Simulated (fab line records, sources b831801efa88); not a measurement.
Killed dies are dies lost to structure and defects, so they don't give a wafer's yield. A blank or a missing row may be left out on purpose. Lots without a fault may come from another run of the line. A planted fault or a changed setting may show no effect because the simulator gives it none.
Chamber matching | flow sky130 | SKY_VIA4_CMP_02 on cmp-02: 4 sister chambers
The step polishes SiO2. 8 wafers are shown with their chamber, then 9 later ones without.

WAFERS WITH THEIR CHAMBER
wafer  | chamber | motor_current_A (A) | head_pressure_psi (psi)
L527.2 | 1       | 9.1                 | 4.003
L528.1 | 0       | 12.0                | 4.011
L531.5 | 2       | 10.7                | 3.986
L532.2 | 1       | 9.6                 | 3.997
L532.4 | 0       | 12.7                | 3.989
L534.2 | 3       | 11.5                | 3.987
L534.4 | 2       | 10.6                | 4.021
L534.6 | 3       | 11.2                | 3.992

WAFERS WITHOUT THEIR CHAMBER
wafer  | motor_current_A (A) | head_pressure_psi (psi)
L545.2 | 12.9                | 3.995
L545.4 | 10.8                | 4.012
L545.6 | 12.8                | 4.007
L546.1 | 9.5                 | 3.991
L546.2 | 11.0                | 4.007
L546.6 | 10.8                | 3.993
L549.4 | 12.9                | 3.992
L549.5 | 11.2                | 3.995
L549.6 | 9.1                 | 3.994

WHICH CHAMBER EACH WENT THROUGH
wafer  | from the rows above     | in truth
L545.2 | 0                       | 0
L545.4 | can't be placed: 2 or 3 | 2
L545.6 | 0                       | 0
L546.1 | 1                       | 1
L546.2 | can't be placed: 2 or 3 | 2
L546.6 | can't be placed: 2 or 3 | 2
L549.4 | 0                       | 0
L549.5 | can't be placed: 3 or 2 | 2
L549.6 | 1                       | 1
Placed correctly: 5 of 9. Can't be placed from these rows: 4 (the true chamber is among the candidates in 4). Placed wrongly: 0.
How it was worked out, from the rows above alone: a wafer's distance from a chamber is the root of the sum, over the readings, of the square of ((its reading less the chamber's mean) divided by the reading's scatter). The wafer belongs to the nearest chamber; if the next one is less than 2 further off, it can't be placed. A chamber's mean is the mean of its shown wafers. The scatter: the root of (the sum of the squares of (reading less its chamber's mean) over the shown wafers, divided by (wafers less chambers)).
